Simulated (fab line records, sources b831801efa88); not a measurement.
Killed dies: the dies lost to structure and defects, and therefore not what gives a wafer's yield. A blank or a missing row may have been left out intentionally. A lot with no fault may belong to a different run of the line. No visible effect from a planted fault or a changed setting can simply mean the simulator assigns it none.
The tool behind it: which one? :: flow gf180mcu :: Sampling: 15 lots, 44 wafers, 3 of 602 route steps

## WHAT EACH GAUGE READ, for each wafer
GF_V5_RS_MEAS_24: uses a four-point probe to measure.
lot: L656
measured: day 27 07:24
on: film_metro-03
V5_W_RS (ohm/sq): 0.325 0.325 0.326

lot: L657
measured: day 27 16:56
on: film_metro-03
V5_W_RS (ohm/sq): 0.327 0.321 0.324

lot: L658
measured: day 27 21:35
on: film_metro-03
V5_W_RS (ohm/sq): 0.326 0.324 0.328

lot: L660
measured: day 28 23:05
on: film_metro-03
V5_W_RS (ohm/sq): 0.328 0.333 0.335

lot: L664
measured: day 29 20:50
on: film_metro-03
V5_W_RS (ohm/sq): 0.326 0.330 0.332

lot: L666
measured: day 30 14:07
on: film_metro-01
V5_W_RS (ohm/sq): 0.333 0.332 0.335

lot: L669
measured: day 31 10:54
on: film_metro-03
V5_W_RS (ohm/sq): 0.328 0.330 0.331

lot: L670
measured: day 31 16:13
on: film_metro-04
V5_W_RS (ohm/sq): 0.320 0.325 0.326

lot: L671
measured: day 32 00:44
on: film_metro-01
V5_W_RS (ohm/sq): 0.328 0.321

lot: L674
measured: day 32 14:24
on: film_metro-01
V5_W_RS (ohm/sq): 0.329 0.327 0.331

lot: L675
measured: day 32 17:06
on: film_metro-04
V5_W_RS (ohm/sq): 0.321 0.324 0.318

lot: L676
measured: day 33 03:50
on: film_metro-03
V5_W_RS (ohm/sq): 0.330 0.332 0.328

lot: L677
measured: day 33 06:14
on: film_metro-01
V5_W_RS (ohm/sq): 0.322 0.323 0.325

lot: L678
measured: day 33 12:21
on: film_metro-03
V5_W_RS (ohm/sq): 0.323 0.326 0.323

lot: L679
measured: day 33 18:25
on: film_metro-03
V5_W_RS (ohm/sq): 0.317 0.316 0.324

GF_TOP_METAL_THK_MEAS_06: measures by xrf.
lot: L656
measured: day 27 08:13
on: film_metro-02
TOP_METAL_ALCU_THK (nm): 920 933 913

lot: L657
measured: day 27 17:46
on: film_metro-03
TOP_METAL_ALCU_THK (nm): 924 913 939

lot: L658
measured: day 27 22:24
on: film_metro-01
TOP_METAL_ALCU_THK (nm): 895 890 890

lot: L660
measured: day 28 23:52
on: film_metro-01
TOP_METAL_ALCU_THK (nm): 903 934 921

lot: L664
measured: day 29 21:38
on: film_metro-02
TOP_METAL_ALCU_THK (nm): 923 924 920

lot: L666
measured: day 30 14:56
on: film_metro-03
TOP_METAL_ALCU_THK (nm): 937 913 914

lot: L669
measured: day 31 11:59
on: film_metro-01
TOP_METAL_ALCU_THK (nm): 911 903 910

lot: L670
measured: day 31 17:05
on: film_metro-03
TOP_METAL_ALCU_THK (nm): 904 921 933

lot: L671
measured: day 32 04:53
on: film_metro-03
TOP_METAL_ALCU_THK (nm): 927 930

lot: L674
measured: day 32 15:12
on: film_metro-01
TOP_METAL_ALCU_THK (nm): 911 918 908

lot: L675
measured: day 32 17:55
on: film_metro-03
TOP_METAL_ALCU_THK (nm): 933 917 939

lot: L676
measured: day 33 04:39
on: film_metro-03
TOP_METAL_ALCU_THK (nm): 904 902 905

lot: L677
measured: day 33 07:02
on: film_metro-02
TOP_METAL_ALCU_THK (nm): 945 932 932

lot: L678
measured: day 33 13:10
on: film_metro-03
TOP_METAL_ALCU_THK (nm): 918 933 928

lot: L679
measured: day 33 19:13
on: film_metro-02
TOP_METAL_ALCU_THK (nm): 922 921 920

GF_PASSIVATION_THK_MEAS_03.
lot: L656
measured: day 28 05:27
on: film_metro-04
PASSIVATION_CVD_02_THK (nm): 695 704 701

lot: L657
measured: day 28 14:14
on: film_metro-04
PASSIVATION_CVD_02_THK (nm): 689 681 692

lot: L658
measured: day 28 19:09
on: film_metro-01
PASSIVATION_CVD_02_THK (nm): 681 668 688

lot: L660
measured: day 29 20:07
on: film_metro-04
PASSIVATION_CVD_02_THK (nm): 701 715 707

lot: L664
measured: day 30 17:33
on: film_metro-01
PASSIVATION_CVD_02_THK (nm): 703 710 713

lot: L666
measured: day 31 09:53
on: film_metro-04
PASSIVATION_CVD_02_THK (nm): 686 685 699

lot: L669
measured: day 32 05:55
on: film_metro-04
PASSIVATION_CVD_02_THK (nm): 684 694 707

lot: L670
measured: day 32 11:07
on: film_metro-02
PASSIVATION_CVD_02_THK (nm): 707 706 716

lot: L671
measured: day 32 20:46
on: film_metro-04
PASSIVATION_CVD_02_THK (nm): 697 705

lot: L674
measured: day 33 08:25
on: film_metro-01
PASSIVATION_CVD_02_THK (nm): 685 699 699

lot: L675
measured: day 33 11:29
on: film_metro-01
PASSIVATION_CVD_02_THK (nm): 687 718 704

lot: L676
measured: day 33 21:39
on: film_metro-01
PASSIVATION_CVD_02_THK (nm): 697 687 697

lot: L677
measured: day 33 23:59
on: film_metro-02
PASSIVATION_CVD_02_THK (nm): 703 705 714

lot: L678
measured: day 34 05:50
on: film_metro-01
PASSIVATION_CVD_02_THK (nm): 687 687 697

lot: L679
measured: day 34 11:42
on: film_metro-02
PASSIVATION_CVD_02_THK (nm): 698 707 710

## WHAT TOOL EACH LOT RAN ON (gives the tool, then ch and the chambers of the sampled wafers, and finally the start)
No process step before these readings appears in the record.

## AS READ BY THE TOOLS THEMSELVES (means over the sampled wafers that have a number; for cases with no such wafer, the mark the record gives instead)
The record holds no such reading with a usual standard deviation.

## THE ANSWER, worked out from the rows above alone
Rule: the lots themselves supply what counts as usual. Put in order of their means at a reading, lots are off if they are a third of the lots or fewer, leave a main group of 4 or more, and stand apart from it by a gap of 3 or more times the standard deviation of the main group's means; of several such gaps the widest counts. A main group is skipped when, at the precision printed for the reading in the tables above, its means are all equal. A lot without any number at a reading at which 4 lots or more have one is off too. The other lots that the step has rows for count as sound. After the gauges, taken in route order, come the tools' own readings; for these a lot's mean is taken, as printed above. The first step at which some lot is off is used, and at that step the reading that is off furthest; a lot without a number counts as furthest.
No lot is off at any reading shown: from this, nothing can be told.

## WHAT WAS PUT IN BY THE SIMULATOR
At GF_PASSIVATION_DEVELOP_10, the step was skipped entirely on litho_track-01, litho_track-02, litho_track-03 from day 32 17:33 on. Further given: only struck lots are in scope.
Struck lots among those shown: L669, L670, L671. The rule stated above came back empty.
